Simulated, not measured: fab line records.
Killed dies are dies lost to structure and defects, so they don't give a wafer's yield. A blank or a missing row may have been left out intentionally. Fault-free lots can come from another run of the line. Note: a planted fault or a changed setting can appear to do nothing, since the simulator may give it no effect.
Which tool was responsible? / flow sky130 / 12 lots, 36 wafers sampled, at 5 steps of a route of 708

## WHAT THE GAUGES SHOWED, per wafer
SKY_NWELL_TW_MEAS_26.
lot=L894; measured=day 5 06:23; on=filmMetro-02; NWELL_2_TW=496 495 493
lot=L895; measured=day 5 15:16; on=filmMetro-02; NWELL_2_TW=494 495 495
lot=L896; measured=day 5 18:47; on=filmMetro-04; NWELL_2_TW=497 498 501
lot=L897; measured=day 6 02:13; on=filmMetro-04; NWELL_2_TW=498 497 497
lot=L900; measured=day 6 17:47; on=filmMetro-04; NWELL_2_TW=498 502 495
lot=L903; measured=day 7 15:56; on=filmMetro-02; NWELL_2_TW=496 496 494
lot=L904; measured=day 7 19:25; on=filmMetro-01; NWELL_2_TW=491 492 490
lot=L905; measured=day 8 01:52; on=filmMetro-02; NWELL_2_TW=493 494 493
lot=L912; measured=day 10 01:44; on=filmMetro-01; NWELL_2_TW=388 388 390
lot=L914; measured=day 10 09:04; on=filmMetro-04; NWELL_2_TW=403 402 399
lot=L915; measured=day 10 16:49; on=filmMetro-04; NWELL_2_TW=500 502 502
lot=L916; measured=day 10 23:16; on=filmMetro-02; NWELL_2_TW=497 497 499

SKY_CONTACT_RS_MEAS_25: uses a four-point probe to measure.
lot=L894; measured=day 31 19:56; on=filmMetro-01; CONTACT_W_RS (ohm/sq)=0.330 0.331 0.337
lot=L895; measured=day 32 01:51; on=filmMetro-03; CONTACT_W_RS (ohm/sq)=0.338 0.339 0.336
lot=L896; measured=day 32 02:51; on=filmMetro-03; CONTACT_W_RS (ohm/sq)=0.329 0.341 0.330
lot=L897; measured=day 32 20:35; on=filmMetro-04; CONTACT_W_RS (ohm/sq)=0.333 0.331 0.333
lot=L900; measured=day 33 16:58; on=filmMetro-03; CONTACT_W_RS (ohm/sq)=0.341 0.330 0.345
lot=L903; measured=day 34 15:55; on=filmMetro-03; CONTACT_W_RS (ohm/sq)=0.338 0.336 0.336
lot=L904; measured=day 34 23:59; on=filmMetro-03; CONTACT_W_RS (ohm/sq)=0.340 0.340 0.337
lot=L905; measured=day 34 22:34; on=filmMetro-01; CONTACT_W_RS (ohm/sq)=0.333 0.337 0.330
lot=L912; measured=day 37 15:53; on=filmMetro-03; CONTACT_W_RS (ohm/sq)=0.337 0.340 0.334
lot=L914; measured=day 37 18:46; on=filmMetro-03; CONTACT_W_RS (ohm/sq)=0.340 0.336 0.338
lot=L915; measured=day 38 07:10; on=filmMetro-04; CONTACT_W_RS (ohm/sq)=0.334 0.335 0.340
lot=L916; measured=day 38 13:30; on=filmMetro-01; CONTACT_W_RS (ohm/sq)=0.341 0.340 0.334

## WHICH TOOL RAN EACH LOT (tool, then ch and the chambers of the sampled wafers, then the start)
lot=L894; SKY_NWELL_IMPLANT_24=implanter-01 ch 0, day 5 06:08; SKY_VT_ADJUST_LVTN_STRIP_09=plasmaAsher-04 ch 0,1, day 6 18:40; SKY_CONTACT_CMP_04=cmp-02 ch 0,1,2, day 30 15:26
lot=L895; SKY_NWELL_IMPLANT_24=implanter-01 ch 0, day 5 15:01; SKY_VT_ADJUST_LVTN_STRIP_09=plasmaAsher-02 ch 0,1, day 7 04:13; SKY_CONTACT_CMP_04=cmp-01 ch 2,3, day 30 20:59
lot=L896; SKY_NWELL_IMPLANT_24=implanter-02 ch 0, day 5 18:32; SKY_VT_ADJUST_LVTN_STRIP_09=plasmaAsher-01 ch 0,1, day 7 10:04; SKY_CONTACT_CMP_04=cmp-02 ch 0,1,3, day 30 21:58
lot=L897; SKY_NWELL_IMPLANT_24=implanter-02 ch 0, day 6 01:58; SKY_VT_ADJUST_LVTN_STRIP_09=plasmaAsher-04 ch 0,1, day 7 17:07; SKY_CONTACT_CMP_04=cmp-01 ch 0,3, day 31 15:44
lot=L900; SKY_NWELL_IMPLANT_24=implanter-04 ch 0, day 6 17:34; SKY_VT_ADJUST_LVTN_STRIP_09=plasmaAsher-04 ch 0,1, day 8 11:41; SKY_CONTACT_CMP_04=cmp-02 ch 1,2,3, day 32 12:20
lot=L903; SKY_NWELL_IMPLANT_24=implanter-04 ch 0, day 7 15:43; SKY_VT_ADJUST_LVTN_STRIP_09=plasmaAsher-01 ch 0,1, day 9 10:12; SKY_CONTACT_CMP_04=cmp-01 ch 0,1,3, day 33 12:34
lot=L904; SKY_NWELL_IMPLANT_24=implanter-02 ch 0, day 7 19:10; SKY_VT_ADJUST_LVTN_STRIP_09=plasmaAsher-04 ch 0,1, day 9 13:05; SKY_CONTACT_CMP_04=cmp-02 ch 1,3, day 33 20:07
lot=L905; SKY_NWELL_IMPLANT_24=implanter-04 ch 0, day 8 01:37; SKY_VT_ADJUST_LVTN_STRIP_09=plasmaAsher-04 ch 0,1, day 9 19:34; SKY_CONTACT_CMP_04=cmp-01 ch 0,1,3, day 33 18:35
lot=L912; SKY_NWELL_IMPLANT_24=implanter-02 ch 0, day 10 01:31; SKY_VT_ADJUST_LVTN_STRIP_09=plasmaAsher-01 ch 0,1, day 11 23:40; SKY_CONTACT_CMP_04=cmp-01 ch 1,2,3, day 36 12:23
lot=L914; SKY_NWELL_IMPLANT_24=implanter-02 ch 0, day 10 08:52; SKY_VT_ADJUST_LVTN_STRIP_09=plasmaAsher-01 ch 0,1, day 12 07:54; SKY_CONTACT_CMP_04=cmp-01 ch 0,1,3, day 36 15:40
lot=L915; SKY_NWELL_IMPLANT_24=implanter-01 ch 0, day 10 16:34; SKY_VT_ADJUST_LVTN_STRIP_09=plasmaAsher-02 ch 0,1, day 12 15:49; SKY_CONTACT_CMP_04=cmp-01 ch 1,2, day 37 04:35
lot=L916; SKY_NWELL_IMPLANT_24=implanter-04 ch 0, day 10 23:01; SKY_VT_ADJUST_LVTN_STRIP_09=plasmaAsher-04 ch 0,1, day 12 23:16; SKY_CONTACT_CMP_04=cmp-02 ch 1,2,3, day 37 11:43
- SKY_NWELL_IMPLANT_24
- SKY_VT_ADJUST_LVTN_STRIP_09: strips in O2/N2.
- SKY_CONTACT_CMP_04: polishes SiO2.

## WHAT THE TOOLS THEMSELVES READ (means of the sampled wafers that have a number; where no wafer has one, the mark that the record gives instead)
SKY_NWELL_IMPLANT_24.
lot=L894 tool=implanter-01 doseIonsCm2=9.195e+12 faradayCurrentUA=52.5
lot=L895 tool=implanter-01 doseIonsCm2=9.193e+12 faradayCurrentUA=52.1
lot=L896 tool=implanter-02 doseIonsCm2=9.185e+12 faradayCurrentUA=52.1
lot=L897 tool=implanter-02 doseIonsCm2=9.207e+12 faradayCurrentUA=52.3
lot=L900 tool=implanter-04 doseIonsCm2=9.206e+12 faradayCurrentUA=51.6
lot=L903 tool=implanter-04 doseIonsCm2=9.199e+12 faradayCurrentUA=51.7
lot=L904 tool=implanter-02 doseIonsCm2=9.204e+12 faradayCurrentUA=52.1
lot=L905 tool=implanter-04 doseIonsCm2=9.193e+12 faradayCurrentUA=52.1
lot=L912 tool=implanter-02 doseIonsCm2=4.466e+12 faradayCurrentUA=24.9
lot=L914 tool=implanter-02 doseIonsCm2=4.468e+12 faradayCurrentUA=25.2
lot=L915 tool=implanter-01 doseIonsCm2=9.209e+12 faradayCurrentUA=51.8
lot=L916 tool=implanter-04 doseIonsCm2=9.203e+12 faradayCurrentUA=52.1

SKY_VT_ADJUST_LVTN_STRIP_09.
lot=L894; tool=plasmaAsher-04; drypumpMotorCurrentA (A)=6.0; oesProductAu (a.u.)=0.720; stripTimeToEndpointS (s)=36.99
lot=L895; tool=plasmaAsher-02; drypumpMotorCurrentA (A)=6.1; oesProductAu (a.u.)=0.726; stripTimeToEndpointS (s)=36.80
lot=L896; tool=plasmaAsher-01; drypumpMotorCurrentA (A)=5.4; oesProductAu (a.u.)=0.726; stripTimeToEndpointS (s)=36.89
lot=L897; tool=plasmaAsher-04; drypumpMotorCurrentA (A)=6.0; oesProductAu (a.u.)=0.722; stripTimeToEndpointS (s)=36.92
lot=L900; tool=plasmaAsher-04; drypumpMotorCurrentA (A)=6.2; oesProductAu (a.u.)=0.720; stripTimeToEndpointS (s)=36.87
lot=L903; tool=plasmaAsher-01; drypumpMotorCurrentA (A)=5.4; oesProductAu (a.u.)=0.725; stripTimeToEndpointS (s)=36.96
lot=L904; tool=plasmaAsher-04; drypumpMotorCurrentA (A)=6.0; oesProductAu (a.u.)=0.721; stripTimeToEndpointS (s)=36.81
lot=L905; tool=plasmaAsher-04; drypumpMotorCurrentA (A)=6.2; oesProductAu (a.u.)=0.723; stripTimeToEndpointS (s)=36.95
lot=L912; tool=plasmaAsher-01; drypumpMotorCurrentA (A)=5.7; oesProductAu (a.u.)=0.726; stripTimeToEndpointS (s)=36.76
lot=L914; tool=plasmaAsher-01; drypumpMotorCurrentA (A)=5.8; oesProductAu (a.u.)=0.716; stripTimeToEndpointS (s)=36.80
lot=L915; tool=plasmaAsher-02; drypumpMotorCurrentA (A)=6.1; oesProductAu (a.u.)=0.723; stripTimeToEndpointS (s)=36.79
lot=L916; tool=plasmaAsher-04; drypumpMotorCurrentA (A)=6.2; oesProductAu (a.u.)=0.722; stripTimeToEndpointS (s)=36.78

SKY_CONTACT_CMP_04.
lot=L894; tool=cmp-02; motorCurrentA (A)=12.5; platenRpm (rpm)=60.00; timeToEndpointS (s)=85
lot=L895; tool=cmp-01; motorCurrentA (A)=13.6; platenRpm (rpm)=60.01; timeToEndpointS (s)=87
lot=L896; tool=cmp-02; motorCurrentA (A)=12.7; platenRpm (rpm)=60.00; timeToEndpointS (s)=87
lot=L897; tool=cmp-01; motorCurrentA (A)=13.4; platenRpm (rpm)=59.97; timeToEndpointS (s)=85
lot=L900; tool=cmp-02; motorCurrentA (A)=11.8; platenRpm (rpm)=59.97; timeToEndpointS (s)=79
lot=L903; tool=cmp-01; motorCurrentA (A)=12.0; platenRpm (rpm)=59.98; timeToEndpointS (s)=82
lot=L904; tool=cmp-02; motorCurrentA (A)=11.7; platenRpm (rpm)=59.97; timeToEndpointS (s)=86
lot=L905; tool=cmp-01; motorCurrentA (A)=12.3; platenRpm (rpm)=60.00; timeToEndpointS (s)=78
lot=L912; tool=cmp-01; motorCurrentA (A)=12.1; platenRpm (rpm)=59.99; timeToEndpointS (s)=78
lot=L914; tool=cmp-01; motorCurrentA (A)=12.5; platenRpm (rpm)=59.99; timeToEndpointS (s)=78
lot=L915; tool=cmp-01; motorCurrentA (A)=10.8; platenRpm (rpm)=60.01; timeToEndpointS (s)=80
lot=L916; tool=cmp-02; motorCurrentA (A)=12.3; platenRpm (rpm)=60.03; timeToEndpointS (s)=78

## THE ANSWER, worked out from the rows above alone
Rule: the usual values come from the lots themselves. Put in order of their means at a reading, lots are off if they are a third of the lots or fewer, leave a main group of 4 or more, and stand apart from it by a gap of 3 or more times the standard deviation of the main group's means; of several such gaps the widest counts. The tables above print the reading to a certain number of digits; a main group whose means all agree to those digits is not used. A lot without any number at a reading at which 4 lots or more have one is off too. Where the step has rows for the other lots, those lots are counted as sound. First the gauges in route order, then the tools' own readings, where a lot's mean is used as printed above. The first step at which some lot is off is used, and at that step the reading that is off furthest; a lot without a number counts as furthest.
Off: at SKY_NWELL_TW_MEAS_26 (NWELL_2_TW), L912, L914. Mean 496 and standard deviation 2.8 in the main group.
If a tool, at a process step before that reading, ran all the lots that are off and no sound lot after the first of them, it fits. Not tried: the gauges at SKY_NWELL_TW_MEAS_26; whatever is off there is also off at SKY_NWELL_IMPLANT_24, on other tools, and gauge error can't account for it. One fits: SKY_NWELL_IMPLANT_24 on implanter-02. A fault onset in the window from L904 (day 7 19:10, its last sound lot) to L912 (day 10 01:31, its first lot off) fits.
The tool's own readings at SKY_NWELL_IMPLANT_24 bear it out: on the lots that are off they differ by more than 5 times the standard deviation of the sound lots' means. doseIonsCm2 reads 4.467e+12 there against 9.199e+12 on the sound lots; faradayCurrentUA reads 25.0 there against 52.0 on the sound lots.

## WHAT THE SIMULATOR PUT IN
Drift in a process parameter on implanter-02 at SKY_NWELL_IMPLANT_24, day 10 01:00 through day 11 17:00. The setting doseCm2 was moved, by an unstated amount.
Lots struck among those shown: L912, L914. The rule above reached the same finding.
